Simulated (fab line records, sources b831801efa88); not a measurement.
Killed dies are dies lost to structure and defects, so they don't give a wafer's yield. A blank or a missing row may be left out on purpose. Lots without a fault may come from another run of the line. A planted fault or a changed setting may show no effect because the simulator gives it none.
fab line records | flow sky130
record lots=5 wafers=15 last_day=50
route steps=708 shown DNWELL@35 PWDE@45 NWELL@56
lots that met no fault: from a run of the same line without faults
start_h: hours from the record's first day to the start of the lot's first wafer shown | wait_h: hours since the lot's step before | " the same as in the row above | L1.1+2: a row that stands for several wafers | - no value, or no start given | * or withheld: withheld | < > ~ a bound
route shown NAME@n: a module of which the file shows steps, and the number in the route of the first | usual: mean/standard deviation of fault-free wafers | same: alike in all rows | chamber/n: place in a boat | sites: the reading at each site | _std_site: their standard deviation | _edge_site: outer sites' mean less inner sites' | radius_mm: how far each site lies from the wafer's centre | mask NAME#n: copy n | behind: the tool/chamber that last shaped the wafer | hold: why the lot was held/for how many hours/how that ended | device: the transistor (n, p or np) that didn't switch | end of line: the same wafers' tests at the end of the route | a step without rows: its recipe alone | killed: dies lost to structure and defects at the first sort, not the wafer's yield | map: a wafer's dies, x killed, . not, _ none there
set.NAME: the setting as run; set.NAME@STEP: as run at that earlier step | model.NAME: the simulator's own value behind a step, which no gauge read
lots at some steps of the route; a table a step, a row a wafer
services: from which hour (start_h, from the record's first day; less than 0 if before it) a tool's chamber was out of use, for how many hours, and why
## steps
# step SKY_DNWELL_DEHYDRATE_00
# recipe temp_c=200 time_s=60
# columns lot.wafer tool chamber start_h wait_h
L074.1+5+6 litho_track-02 0 41.89 7.1
L078.1+4+5 litho_track-02 0 62.14 7.3
L088.2+4+6 litho_track-02 0 114.82 8.8
L090.3+4+5 litho_track-02 0 127.84 8.1
L095.1+2+5 litho_track-02 0 154.49 9.3
# step SKY_DNWELL_HMDS_01
# recipe prime_time_s=60 prime_temp_c=120
# usual prime_temp_c=120.03/0.12
# same prime_time_s=60
# columns lot.wafer tool chamber start_h wait_h prime_temp_c
L074.1 litho_track-02 0 42.04 0.1 119.89
L074.5 " 0 " " 120.05
L074.6 " 0 " " 119.96
L078.1 litho_track-02 0 62.29 0.1 120.16
L078.4 " 0 " " 119.95
L078.5 " 0 " " 120.12
L088.2 litho_track-02 0 114.97 0.1 120.00
L088.4 " 0 " " 120.14
L088.6 " 0 " " 120.09
L090.3 litho_track-02 0 127.99 0.1 119.89
L090.4 " 0 " " 119.83
L090.5 " 0 " " 119.92
L095.1 litho_track-02 0 154.64 0.1 120.05
L095.2 " 0 " " 120.22
L095.5 " 0 " " 120.20
# step SKY_DNWELL_COAT_02
# recipe spin_rpm=2000 resist_thk_nm=3000
# columns lot.wafer tool chamber start_h wait_h
L074.1+5+6 litho_track-02 0 42.19 0.1
L078.1+4+5 litho_track-02 0 62.44 0.1
L088.2+4+6 litho_track-02 0 115.12 0.1
L090.3+4+5 litho_track-02 0 128.14 0.1
L095.1+2+5 litho_track-02 0 154.79 0.1
# step SKY_DNWELL_SOFTBAKE_03
# recipe temp_c=110 time_s=withheld
# columns lot.wafer tool chamber start_h wait_h
L074.1+5+6 litho_track-02 0 42.34 0.1
L078.1+4+5 litho_track-02 0 62.59 0.1
L088.2+4+6 litho_track-02 0 115.28 0.1
L090.3+4+5 litho_track-02 0 128.31 0.1
L095.1+2+5 litho_track-02 0 154.94 0.1
# step SKY_DNWELL_EXPOSE_04
# recipe mask_id=DNM na=0.57 target_cd_nm=3000 dose_mj=222
# usual stage_vel_mm_s=499.93/0.23
# columns lot.wafer tool chamber start_h wait_h mask stage_vel_mm_s
L074.1 iline_stepper-01 0 - - DNM#0 499.81
L074.5 " 0 " " DNM#0 500.05
L074.6 " 0 " " DNM#0 499.73
L078.1 iline_stepper-01 0 - - DNM#0 499.73
L078.4 " 0 " " DNM#0 499.75
L078.5 " 0 " " DNM#0 499.64
L088.2 iline_stepper-02 0 - - DNM#0 499.83
L088.4 " 0 " " DNM#0 500.12
L088.6 " 0 " " DNM#0 499.96
L090.3 iline_stepper-01 0 - - DNM#0 500.29
L090.4 " 0 " " DNM#0 500.04
L090.5 " 0 " " DNM#0 500.27
L095.1 iline_stepper-01 0 - - DNM#0 499.76
L095.2 " 0 " " DNM#0 499.92
L095.5 " 0 " " DNM#0 499.72
# step SKY_DNWELL_PEB_05
# recipe temp_c=115 time_s=withheld
# columns lot.wafer tool chamber start_h wait_h
L074.1+5+6 litho_track-02 0 - -
L078.1+4+5 litho_track-01 0 - -
L088.2+4+6 litho_track-03 0 - -
L090.3+4+5 litho_track-02 0 - -
L095.1+2+5 litho_track-03 0 - -
# step SKY_DNWELL_DEVELOP_06
# recipe wall_angle_deg=90 developer=TMAH develop_time_s=60 dev_temp_c=23
# columns lot.wafer tool chamber start_h wait_h
L074.1+5+6 litho_track-02 0 - -
L078.1+4+5 litho_track-01 0 - -
L088.2+4+6 litho_track-03 0 - -
L090.3+4+5 litho_track-02 0 - -
L095.1+2+5 litho_track-03 0 - -
# step SKY_DNWELL_IMPLANT_07
# recipe species=P energy_kev=withheld dose_cm2=withheld tilt_deg=withheld
# same implant_ion_amu=*
# columns lot.wafer tool chamber start_h wait_h
L074.1+5+6 implanter-01 0 49.74 -
L078.1+4+5 implanter-01 0 70.51 -
L088.2+4+6 implanter-01 0 124.03 -
L090.3+4+5 implanter-04 0 137.09 -
L095.1+2+5 implanter-02 0 163.75 -
# step SKY_DNWELL_STRIP_08
# recipe chemistry=O2/N2 power_w=1400 pressure_mtorr=1500 platen_temp_c=withheld o2_flow_sccm=3000 n2_flow_sccm=300 overash_fraction=0.5
# usual drypump_motor_current_A=5.7/0.31 n2_flow_sccm=300.0/0.97 oes_product_au=0.721/0.0045 strip_time_to_endpoint_s=36.89/0.1
# columns lot.wafer tool chamber start_h wait_h drypump_motor_current_A n2_flow_sccm oes_product_au rf_hours_counter_h strip_time_to_endpoint_s
L074.1 plasma_asher-02 0 49.89 0.1 5.3 299.7 0.723 37 36.99
L074.5 " 1 " " 5.4 300.3 0.720 - 36.97
L074.6 " 0 " " 5.3 299.9 0.723 - 36.86
L078.1 plasma_asher-04 1 70.66 0.1 6.0 301.2 0.719 37 36.73
L078.4 " 0 " " 5.9 301.3 0.724 - 36.87
L078.5 " 1 " " 6.0 299.8 0.720 - 36.89
L088.2 plasma_asher-04 0 124.15 0.1 5.8 299.2 0.716 43 36.96
L088.4 " 1 " " 6.0 299.5 0.715 - 36.98
L088.6 " 1 " " 6.0 300.0 0.717 - 36.88
L090.3 plasma_asher-04 1 137.23 0.1 6.0 301.8 0.715 - 36.76
L090.4 " 0 " " 5.8 299.2 0.719 - 36.71
L090.5 " 1 " " 6.0 299.4 0.727 - 36.79
L095.1 plasma_asher-04 0 163.90 0.1 5.9 299.8 0.723 47 36.87
L095.2 " 1 " " 6.0 300.4 0.722 47 36.80
L095.5 " 0 " " 5.9 300.0 0.721 - 36.92
# step SKY_DNWELL_TW_MEAS_09
# usual DNWELL_TW=1116/5.7
# columns lot.wafer tool chamber start_h wait_h DNWELL_TW
L074.1 film_metro-03 - 49.99 0.1 1111
L074.5 " - " " 1115
L074.6 " - " " 1118
L078.1 film_metro-03 - 70.76 0.1 1114
L078.4 " - " " 1118
L078.5 " - " " 1112
L088.2 film_metro-01 - 124.26 0.1 1113
L088.4 " - " " 1112
L088.6 " - " " 1117
L090.3 film_metro-03 - 137.31 0.1 1119
L090.4 " - " " 1123
L090.5 " - " " 1120
L095.1 film_metro-02 - 164.00 0.1 1112
L095.2 " - " " 1111
L095.5 " - " " 1114
# step SKY_PWDE_DEHYDRATE_00
# recipe temp_c=200 time_s=60
# columns lot.wafer tool chamber start_h wait_h
L074.1+5+6 litho_track-04 0 57.17 7.2
L078.1+4+5 litho_track-03 0 78.75 8.0
L088.2+4+6 litho_track-03 0 133.23 9.0
L090.3+4+5 litho_track-04 0 146.12 8.8
L095.1+2+5 litho_track-03 0 174.35 10.3
# step SKY_PWDE_HMDS_01
# recipe prime_time_s=60 prime_temp_c=120
# usual prime_temp_c=120.01/0.12
# same prime_time_s=60
# columns lot.wafer tool chamber start_h wait_h prime_temp_c
L074.1 litho_track-04 0 57.32 0.1 120.04
L074.5 " 0 " " 119.90
L074.6 " 0 " " 120.23
L078.1 litho_track-03 0 78.90 0.1 119.86
L078.4 " 0 " " 120.05
L078.5 " 0 " " 120.08
L088.2 litho_track-03 0 133.38 0.1 119.94
L088.4 " 0 " " 120.10
L088.6 " 0 " " 119.97
L090.3 litho_track-04 0 146.27 0.1 120.11
L090.4 " 0 " " 120.05
L090.5 " 0 " " 119.92
L095.1 litho_track-03 0 174.50 0.1 120.01
L095.2 " 0 " " 120.11
L095.5 " 0 " " 119.98
# step SKY_PWDE_COAT_02
# recipe spin_rpm=2000 resist_thk_nm=3000
# columns lot.wafer tool chamber start_h wait_h
L074.1+5+6 litho_track-04 0 57.47 0.1
L078.1+4+5 litho_track-03 0 79.05 0.1
L088.2+4+6 litho_track-03 0 133.53 0.1
L090.3+4+5 litho_track-04 0 146.42 0.1
L095.1+2+5 litho_track-03 0 174.65 0.1
# step SKY_PWDE_SOFTBAKE_03
# recipe temp_c=110 time_s=withheld
# columns lot.wafer tool chamber start_h wait_h
L074.1+5+6 litho_track-04 0 57.62 0.1
L078.1+4+5 litho_track-03 0 79.20 0.1
L088.2+4+6 litho_track-03 0 133.69 0.1
L090.3+4+5 litho_track-04 0 146.59 0.1
L095.1+2+5 litho_track-03 0 174.80 0.1
# step SKY_PWDE_EXPOSE_04
# recipe mask_id=PWDEM na=0.6 source_shape=conventional sigma_outer=0.6 polarization=unpolarized target_cd_nm=840 dose_mj=214
# usual stage_vel_mm_s=499.97/0.26
# same sigma_outer=0.6
# columns lot.wafer tool chamber start_h wait_h mask stage_vel_mm_s
L074.1 iline_stepper-02 0 - - PWDEM#0 500.59
L074.5 " 0 " " PWDEM#0 500.21
L074.6 " 0 " " PWDEM#0 500.20
L078.1 iline_stepper-02 0 - - PWDEM#0 500.07
L078.4 " 0 " " PWDEM#0 499.76
L078.5 " 0 " " PWDEM#0 499.80
L088.2 iline_stepper-02 0 - - PWDEM#0 500.22
L088.4 " 0 " " PWDEM#0 500.11
L088.6 " 0 " " PWDEM#0 499.93
L090.3 iline_stepper-01 0 - - PWDEM#0 499.63
L090.4 " 0 " " PWDEM#0 500.39
L090.5 " 0 " " PWDEM#0 499.83
L095.1 iline_stepper-02 0 - - PWDEM#0 500.09
L095.2 " 0 " " PWDEM#0 500.06
L095.5 " 0 " " PWDEM#0 499.90
# step SKY_PWDE_PEB_05
# recipe temp_c=115 time_s=withheld
# columns lot.wafer tool chamber start_h wait_h
L074.1+5+6 litho_track-01 0 - -
L078.1+4+5 litho_track-04 0 - -
L088.2+4+6 litho_track-03 0 - -
L090.3+4+5 litho_track-01 0 - -
L095.1+2+5 litho_track-03 0 - -
# step SKY_PWDE_DEVELOP_06
# recipe wall_angle_deg=90 developer=TMAH develop_time_s=60 dev_temp_c=23
# columns lot.wafer tool chamber start_h wait_h
L074.1+5+6 litho_track-01 0 - -
L078.1+4+5 litho_track-04 0 - -
L088.2+4+6 litho_track-03 0 - -
L090.3+4+5 litho_track-01 0 - -
L095.1+2+5 litho_track-03 0 - -
# step SKY_PWDE_OVL_MEAS_07
# usual PWDE_OVL=0.0/1.4
# columns lot.wafer tool chamber start_h wait_h PWDE_OVL[nm]
L074.1 overlay-01 - 65.06 - -2.8
L074.5 " - " " -0.8
L074.6 " - " " -2.1
L078.1 overlay-01 - 87.87 - 2.9
L078.4 " - " " -0.3
L078.5 " - " " 0.2
L088.2 overlay-01 - 142.96 - -0.2
L088.4 " - " " -1.4
L088.6 " - " " 0.4
L090.3 overlay-01 - 156.62 - -0.9
L090.4 " - " " 1.6
L090.5 " - " " 0.7
L095.1 overlay-01 - 184.95 - -0.2
L095.2 " - " " 0.4
L095.5 " - " " 0.0
# step SKY_PWDE_IMPLANT_08
# recipe species=B energy_kev=150 dose_cm2=3.6e+12 tilt_deg=withheld
# same implant_ion_amu=11
# columns lot.wafer tool chamber start_h wait_h
L074.1+5+6 implanter-04 0 65.09 0.0
L078.1+4+5 implanter-03 0 87.91 0.0
L088.2+4+6 implanter-01 0 143.01 0.0
L090.3+4+5 implanter-01 0 156.69 0.1
L095.1+2+5 implanter-04 0 184.99 0.0
# step SKY_PWDE_STRIP_09
# recipe chemistry=O2/N2 power_w=1400 pressure_mtorr=1500 platen_temp_c=withheld o2_flow_sccm=3000 n2_flow_sccm=300 overash_fraction=0.5
# usual drypump_motor_current_A=5.7/0.52 n2_flow_sccm=300.1/0.8 oes_product_au=0.722/0.0039 strip_time_to_endpoint_s=36.86/0.1
# columns lot.wafer tool chamber start_h wait_h drypump_motor_current_A n2_flow_sccm oes_product_au rf_hours_counter_h strip_time_to_endpoint_s
L074.1 plasma_asher-03 0 65.24 0.1 5.4 299.7 0.721 26 37.07
L074.5 " 1 " " 5.8 299.7 0.725 - 37.02
L074.6 " 0 " " 5.3 300.4 0.718 - 37.11
L078.1 plasma_asher-04 0 88.06 0.1 5.9 299.5 0.723 39 36.91
L078.4 " 1 " " 6.0 299.8 0.726 - 36.91
L078.5 " 0 " " 5.8 300.9 0.726 - 37.00
L088.2 plasma_asher-01 0 143.14 0.1 4.8 301.0 0.723 47 36.89
L088.4 " 1 " " 6.2 298.5 0.722 - 36.87
L088.6 " 0 " " 4.8 301.0 0.729 - 36.75
L090.3 plasma_asher-03 1 156.83 0.1 5.8 301.6 0.724 - 36.91
L090.4 " 0 " " 5.4 300.2 0.725 - 36.74
L090.5 " 1 " " 5.7 300.2 0.726 - 36.95
L095.1 plasma_asher-03 0 185.14 0.1 5.4 300.3 0.723 37 36.80
L095.2 " 1 " " 5.8 299.1 0.719 37 36.84
L095.5 " 0 " " 5.4 300.1 0.719 - 36.80
# step SKY_PWDE_TW_MEAS_10
# usual PWDE_TW=374.3/1.8
# columns lot.wafer tool chamber start_h wait_h PWDE_TW
L074.1 film_metro-01 - 65.34 0.1 372.4
L074.5 " - " " 370.2
L074.6 " - " " 372.9
L078.1 film_metro-01 - 88.16 0.1 371.8
L078.4 " - " " 373.1
L078.5 " - " " 371.7
L088.2 film_metro-02 - 143.25 0.1 374.3
L088.4 " - " " 377.0
L088.6 " - " " 375.9
L090.3 film_metro-02 - 156.91 0.1 373.2
L090.4 " - " " 373.9
L090.5 " - " " 373.0
L095.1 film_metro-03 - 185.24 0.1 373.4
L095.2 " - " " 373.5
L095.5 " - " " 372.5
# step SKY_NWELL_DEHYDRATE_03
# recipe temp_c=200 time_s=60
# columns lot.wafer tool chamber start_h wait_h
L074.1+5+6 litho_track-01 0 72.11 6.8
L078.1+4+5 litho_track-02 0 95.84 7.7
L088.2+4+6 litho_track-02 0 152.17 8.9
L090.3+4+5 litho_track-04 0 165.82 8.9
L095.1+2+5 litho_track-01 0 196.51 11.3
# step SKY_NWELL_HMDS_04
# recipe prime_time_s=60 prime_temp_c=120
# usual prime_temp_c=119.99/0.14
# same prime_time_s=60
# columns lot.wafer tool chamber start_h wait_h prime_temp_c
L074.1 litho_track-01 0 72.26 0.1 120.20
L074.5 " 0 " " 120.13
L074.6 " 0 " " 119.95
L078.1 litho_track-02 0 95.99 0.1 120.02
L078.4 " 0 " " 120.27
L078.5 " 0 " " 120.06
L088.2 litho_track-02 0 152.32 0.1 120.08
L088.4 " 0 " " 119.90
L088.6 " 0 " " 120.09
L090.3 litho_track-04 0 165.97 0.1 119.83
L090.4 " 0 " " 119.71
L090.5 " 0 " " 120.02
L095.1 litho_track-01 0 196.66 0.1 120.10
L095.2 " 0 " " 119.99
L095.5 " 0 " " 120.02
# step SKY_NWELL_COAT_05
# recipe spin_rpm=2000 resist_thk_nm=3000
# columns lot.wafer tool chamber start_h wait_h
L074.1+5+6 litho_track-01 0 72.41 0.1
L078.1+4+5 litho_track-02 0 96.14 0.1
L088.2+4+6 litho_track-02 0 152.47 0.1
L090.3+4+5 litho_track-04 0 166.12 0.1
L095.1+2+5 litho_track-01 0 196.81 0.1
# step SKY_NWELL_SOFTBAKE_06
# recipe temp_c=110 time_s=withheld
# columns lot.wafer tool chamber start_h wait_h
L074.1+5+6 litho_track-01 0 72.56 0.1
L078.1+4+5 litho_track-02 0 96.29 0.1
L088.2+4+6 litho_track-02 0 152.63 0.1
L090.3+4+5 litho_track-04 0 166.29 0.1
L095.1+2+5 litho_track-01 0 196.96 0.1
# step SKY_NWELL_EXPOSE_07
# recipe mask_id=NWM na=0.6 source_shape=conventional sigma_outer=0.6 polarization=unpolarized target_cd_nm=840 dose_mj=255
# usual stage_vel_mm_s=500.01/0.26
# same sigma_outer=0.6
# columns lot.wafer tool chamber start_h wait_h mask stage_vel_mm_s
L074.1 iline_stepper-02 0 - - NWM#0 500.16
L074.5 " 0 " " NWM#0 499.97
L074.6 " 0 " " NWM#0 500.06
L078.1 iline_stepper-02 0 - - NWM#0 499.68
L078.4 " 0 " " NWM#0 499.91
L078.5 " 0 " " NWM#0 499.74
L088.2 iline_stepper-02 0 - - NWM#0 500.14
L088.4 " 0 " " NWM#0 500.13
L088.6 " 0 " " NWM#0 499.57
L090.3 iline_stepper-02 0 - - NWM#0 500.25
L090.4 " 0 " " NWM#0 500.29
L090.5 " 0 " " NWM#0 499.48
L095.1 iline_stepper-01 0 - - NWM#0 499.99
L095.2 " 0 " " NWM#0 500.23
L095.5 " 0 " " NWM#0 500.15
# step SKY_NWELL_PEB_08
# recipe temp_c=115 time_s=withheld
# columns lot.wafer tool chamber start_h wait_h
L074.1+5+6 litho_track-01 0 - -
L078.1+4+5 litho_track-01 0 - -
L088.2+4+6 litho_track-01 0 - -
L090.3+4+5 litho_track-02 0 - -
L095.1+2+5 litho_track-04 0 - -
# step SKY_NWELL_DEVELOP_09
# recipe wall_angle_deg=90 developer=TMAH develop_time_s=60 dev_temp_c=23
# columns lot.wafer tool chamber start_h wait_h
L074.1+5+6 litho_track-01 0 - -
L078.1+4+5 litho_track-01 0 - -
L088.2+4+6 litho_track-01 0 - -
L090.3+4+5 litho_track-02 0 - -
L095.1+2+5 litho_track-04 0 - -
# step SKY_NWELL_OVL_MEAS_10
# usual NWELL_00_OVL=-0.7/1.5
# columns lot.wafer tool chamber start_h wait_h NWELL_00_OVL[nm]
L074.1 overlay-02 - 80.99 - -1.5
L074.5 " - " " -0.5
L074.6 " - " " -0.5
L078.1 overlay-02 - 104.81 - 0.2
L078.4 " - " " 0.1
L078.5 " - " " 0.1
L088.2 overlay-01 - 162.01 - -0.8
L088.4 " - " " -2.8
L088.6 " - " " -0.4
L090.3 overlay-01 - 177.10 - -1.5
L090.4 " - " " 0.6
L090.5 " - " " -2.3
L095.1 overlay-01 - 208.27 - 2.8
L095.2 " - " " 1.9
L095.5 " - " " -0.1
# step SKY_NWELL_IMPLANT_11
# recipe species=P energy_kev=400 dose_cm2=1.9e+13 tilt_deg=withheld
# same implant_ion_amu=31
# columns lot.wafer tool chamber start_h wait_h
L074.1+5+6 implanter-03 0 81.03 0.0
L078.1+4+5 implanter-02 0 104.84 0.0
L088.2+4+6 implanter-03 0 162.07 0.0
L090.3+4+5 implanter-02 0 177.18 0.1
L095.1+2+5 implanter-03 0 208.31 0.0
# step SKY_NWELL_IMPLANT_12
# recipe species=P energy_kev=120 dose_cm2=1.3e+12 tilt_deg=withheld
# same implant_ion_amu=31
# columns lot.wafer tool chamber start_h wait_h
L074.1+5+6 implanter-03 0 81.18 0.1
L078.1+4+5 implanter-02 0 104.99 0.1
L088.2+4+6 implanter-03 0 162.22 0.1
L090.3+4+5 implanter-02 0 177.33 0.1
L095.1+2+5 implanter-03 0 208.46 0.1
# step SKY_NWELL_IMPLANT_13
# recipe species=P energy_kev=50 dose_cm2=7e+11 tilt_deg=withheld
# same implant_ion_amu=31
# columns lot.wafer tool chamber start_h wait_h
L074.1+5+6 implanter-03 0 81.33 0.1
L078.1+4+5 implanter-02 0 105.14 0.1
L088.2+4+6 implanter-03 0 162.37 0.1
L090.3+4+5 implanter-02 0 177.48 0.1
L095.1+2+5 implanter-03 0 208.61 0.1
# step SKY_NWELL_STRIP_14
# recipe chemistry=O2/N2 power_w=1400 pressure_mtorr=1500 platen_temp_c=withheld o2_flow_sccm=3000 n2_flow_sccm=300 overash_fraction=0.5
# usual drypump_motor_current_A=5.5/0.47 n2_flow_sccm=300.1/0.93 oes_product_au=0.723/0.0045 strip_time_to_endpoint_s=36.87/0.1
# columns lot.wafer tool chamber start_h wait_h drypump_motor_current_A n2_flow_sccm oes_product_au rf_hours_counter_h strip_time_to_endpoint_s
L074.1 plasma_asher-01 1 81.48 0.1 6.2 301.2 0.726 40 36.69
L074.5 " 0 " " 4.8 299.4 0.724 - 36.67
L074.6 " 1 " " 6.2 301.7 0.720 - 36.69
L078.1 plasma_asher-02 1 105.29 0.1 5.4 301.6 0.726 43 37.00
L078.4 " 0 " " 5.3 300.4 0.720 - 37.02
L078.5 " 1 " " 5.4 300.2 0.727 - 37.04
L088.2 plasma_asher-01 1 162.49 0.1 6.2 299.9 0.719 48 36.86
L088.4 " 1 " " 6.2 302.1 0.719 - 36.94
L088.6 " 1 " " 6.2 300.4 0.728 - 36.83
L090.3 plasma_asher-03 1 177.61 0.1 5.7 300.9 0.721 - 36.76
L090.4 " 0 " " 5.4 298.7 0.721 - 36.75
L090.5 " 0 " " 5.4 301.8 0.722 - 36.75
L095.1 plasma_asher-02 1 208.76 0.1 5.4 301.6 0.718 9 36.79
L095.2 " 0 " " 5.3 301.1 0.724 9 36.88
L095.5 " 0 " " 5.4 300.1 0.721 - 36.85
# step SKY_NWELL_TW_MEAS_15
# usual NWELL_TW=1823/7.2
# columns lot.wafer tool chamber start_h wait_h NWELL_TW
L074.1 film_metro-03 - 81.58 0.1 1826
L074.5 " - " " 1817
L074.6 " - " " 1816
L078.1 film_metro-01 - 105.39 0.1 1832
L078.4 " - " " 1834
L078.5 " - " " 1829
L088.2 film_metro-01 - 162.60 0.1 1820
L088.4 " - " " 1825
L088.6 " - " " 1817
L090.3 film_metro-02 - 177.70 0.1 1818
L090.4 " - " " 1826
L090.5 " - " " 1827
L095.1 film_metro-02 - 208.86 0.1 1810
L095.2 " - " " 1818
L095.5 " - " " 1818
# step SKY_NWELL_DEHYDRATE_16
# recipe temp_c=200 time_s=60
# columns lot.wafer tool chamber start_h wait_h
L074.1+5+6 litho_track-02 0 89.24 7.7
L078.1+4+5 litho_track-04 0 113.87 8.5
L088.2+4+6 litho_track-01 0 172.53 9.9
L090.3+4+5 litho_track-02 0 187.09 9.4
L095.1+2+5 litho_track-04 0 219.17 10.3
# step SKY_NWELL_HMDS_17
# recipe prime_time_s=60 prime_temp_c=120
# usual prime_temp_c=120.01/0.14
# same prime_time_s=60
# columns lot.wafer tool chamber start_h wait_h prime_temp_c
L074.1 litho_track-02 0 89.39 0.1 120.11
L074.5 " 0 " " 120.18
L074.6 " 0 " " 120.13
L078.1 litho_track-04 0 114.02 0.1 119.86
L078.4 " 0 " " 119.86
L078.5 " 0 " " 119.95
L088.2 litho_track-01 0 172.68 0.1 119.89
L088.4 " 0 " " 120.16
L088.6 " 0 " " 120.15
L090.3 litho_track-02 0 187.24 0.1 120.02
L090.4 " 0 " " 120.15
L090.5 " 0 " " 119.96
L095.1 litho_track-04 0 219.32 0.1 119.91
L095.2 " 0 " " 120.00
L095.5 " 0 " " 120.12
# step SKY_NWELL_COAT_18
# recipe spin_rpm=2000 resist_thk_nm=3000
# columns lot.wafer tool chamber start_h wait_h
L074.1+5+6 litho_track-02 0 89.54 0.1
L078.1+4+5 litho_track-04 0 114.17 0.1
L088.2+4+6 litho_track-01 0 172.83 0.1
L090.3+4+5 litho_track-02 0 187.39 0.1
L095.1+2+5 litho_track-04 0 219.47 0.1
# step SKY_NWELL_SOFTBAKE_19
# recipe temp_c=110 time_s=withheld
# columns lot.wafer tool chamber start_h wait_h
L074.1+5+6 litho_track-02 0 89.69 0.1
L078.1+4+5 litho_track-04 0 114.32 0.1
L088.2+4+6 litho_track-01 0 172.99 0.1
L090.3+4+5 litho_track-02 0 187.56 0.1
L095.1+2+5 litho_track-04 0 219.62 0.1
# step SKY_NWELL_EXPOSE_20
# recipe mask_id=NWM_COMPLEMENT na=0.6 source_shape=conventional sigma_outer=0.6 polarization=unpolarized target_cd_nm=840 dose_mj=260
# usual stage_vel_mm_s=499.96/0.25
# same sigma_outer=0.6
# columns lot.wafer tool chamber start_h wait_h mask stage_vel_mm_s
L074.1 iline_stepper-01 0 - - NWM_COMPLEMENT#0 499.71
L074.5 " 0 " " NWM_COMPLEMENT#0 499.87
L074.6 " 0 " " NWM_COMPLEMENT#0 499.78
L078.1 iline_stepper-02 0 - - NWM_COMPLEMENT#0 499.83
L078.4 " 0 " " NWM_COMPLEMENT#0 500.30
L078.5 " 0 " " NWM_COMPLEMENT#0 500.04
L088.2 iline_stepper-02 0 - - NWM_COMPLEMENT#0 499.99
L088.4 " 0 " " NWM_COMPLEMENT#0 500.22
L088.6 " 0 " " NWM_COMPLEMENT#0 500.13
L090.3 iline_stepper-01 0 - - NWM_COMPLEMENT#0 500.08
L090.4 " 0 " " NWM_COMPLEMENT#0 500.08
L090.5 " 0 " " NWM_COMPLEMENT#0 499.81
L095.1 iline_stepper-02 0 - - NWM_COMPLEMENT#0 500.24
L095.2 " 0 " " NWM_COMPLEMENT#0 500.31
L095.5 " 0 " " NWM_COMPLEMENT#0 500.46
# step SKY_NWELL_PEB_21
# recipe temp_c=115 time_s=withheld
# columns lot.wafer tool chamber start_h wait_h
L074.1+5+6 litho_track-04 0 - -
L078.1+4+5 litho_track-02 0 - -
L088.2+4+6 litho_track-01 0 - -
L090.3+4+5 litho_track-04 0 - -
L095.1+2+5 litho_track-04 0 - -
# step SKY_NWELL_DEVELOP_22
# recipe wall_angle_deg=90 developer=TMAH develop_time_s=60 dev_temp_c=23
# columns lot.wafer tool chamber start_h wait_h
L074.1+5+6 litho_track-04 0 - -
L078.1+4+5 litho_track-02 0 - -
L088.2+4+6 litho_track-01 0 - -
L090.3+4+5 litho_track-04 0 - -
L095.1+2+5 litho_track-04 0 - -
# step SKY_NWELL_OVL_MEAS_23
# usual NWELL_01_OVL=0.9/1.6
# columns lot.wafer tool chamber start_h wait_h NWELL_01_OVL[nm]
L074.1 overlay-01 - 98.22 - -0.5
L074.5 " - " " 1.8
L074.6 " - " " -0.1
L078.1 overlay-01 - 123.04 - 0.7
L078.4 " - " " -0.8
L078.5 " - " " 1.0
L088.2 overlay-02 - 182.91 - 0.6
L088.4 " - " " -0.6
L088.6 " - " " 0.2
L090.3 overlay-01 - 198.43 - 0.5
L090.4 " - " " -1.4
L090.5 " - " " 0.5
L095.1 overlay-02 - 231.02 - 2.5
L095.2 " - " " 4.1
L095.5 " - " " 1.3
# step SKY_NWELL_IMPLANT_24
# recipe species=B energy_kev=140 dose_cm2=9.2e+12 tilt_deg=withheld
# same implant_ion_amu=11
# columns lot.wafer tool chamber start_h wait_h
L074.1+5+6 implanter-01 0 98.26 0.0
L078.1+4+5 implanter-03 0 123.08 0.0
L088.2+4+6 implanter-02 0 182.97 0.0
L090.3+4+5 implanter-01 0 198.51 0.1
L095.1+2+5 implanter-01 0 231.36 0.3
# step SKY_NWELL_STRIP_25
# recipe chemistry=O2/N2 power_w=1400 pressure_mtorr=1500 platen_temp_c=withheld o2_flow_sccm=3000 n2_flow_sccm=300 overash_fraction=0.5
# usual drypump_motor_current_A=5.5/0.43 n2_flow_sccm=299.9/0.88 oes_product_au=0.722/0.0044 strip_time_to_endpoint_s=36.88/0.096
# columns lot.wafer tool chamber start_h wait_h drypump_motor_current_A n2_flow_sccm oes_product_au rf_hours_counter_h strip_time_to_endpoint_s
L074.1 plasma_asher-01 0 98.41 0.1 4.8 298.8 0.723 42 37.03
L074.5 " 1 " " 6.2 300.5 0.720 - 37.06
L074.6 " 0 " " 4.8 299.5 0.722 - 37.06
L078.1 plasma_asher-03 0 123.23 0.1 5.4 300.0 0.729 31 36.98
L078.4 " 0 " " 5.3 301.1 0.721 - 36.91
L078.5 " 1 " " 5.8 299.5 0.716 - 36.81
L088.2 plasma_asher-01 0 183.09 0.1 4.8 301.3 0.725 51 36.85
L088.4 " 1 " " 6.2 299.7 0.724 - 36.89
L088.6 " 0 " " 4.8 299.9 0.721 - 37.01
L090.3 plasma_asher-01 1 198.64 0.1 6.2 299.4 0.727 - 36.75
L090.4 " 0 " " 4.8 301.6 0.724 - 36.81
L090.5 " 1 " " 6.2 301.2 0.718 - 36.85
L095.1 plasma_asher-03 0 231.51 0.1 5.4 299.3 0.721 41 36.79
L095.2 " 1 " " 5.8 299.1 0.724 41 36.82
L095.5 " 0 " " 5.4 299.1 0.731 - 36.72
# step SKY_NWELL_TW_MEAS_26
# usual NWELL_2_TW=499/3.5
# columns lot.wafer tool chamber start_h wait_h NWELL_2_TW
L074.1 film_metro-02 - 98.51 0.1 497
L074.5 " - " " 499
L074.6 " - " " 502
L078.1 film_metro-02 - 123.33 0.1 499
L078.4 " - " " 499
L078.5 " - " " 494
L088.2 film_metro-01 - 183.20 0.1 498
L088.4 " - " " 497
L088.6 " - " " 501
L090.3 film_metro-01 - 198.73 0.1 502
L090.4 " - " " 502
L090.5 " - " " 501
L095.1 film_metro-03 - 231.61 0.1 509
L095.2 " - " " 510
L095.5 " - " " 507
## services
# columns tool chamber start_h hours kind
implanter-01 - 31.16 4.6 repair
implanter-02 - 36.30 5.9 repair
plasma_asher-01 - 42.20 2.8 pm
implanter-02 - 51.06 4.3 pm
implanter-01 - 77.77 0.7 repair
plasma_asher-03 - 80.11 11.8 repair
iline_stepper-02 - 81.67 1.7 pm
implanter-01 - 86.72 2.5 repair
implanter-02 - 94.03 2.4 repair
implanter-02 - 94.64 1.7 repair
iline_stepper-01 - 140.63 1.7 pm
plasma_asher-03 - 147.20 1.1 repair
implanter-03 - 149.07 8.1 repair
plasma_asher-01 - 152.22 0.9 repair
iline_stepper-01 - 155.70 0.8 pm
iline_stepper-02 - 159.07 4.4 pm
implanter-01 - 162.85 2.2 repair
implanter-02 - 167.20 1.6 repair
implanter-03 - 177.13 4.0 repair
implanter-03 - 204.03 1.9 repair
implanter-01 - 220.68 3.2 pm
implanter-03 - 222.31 2.7 repair
iline_stepper-01 - 229.50 5.8 repair
implanter-03 - 230.13 4.7 pm
## key
fault none
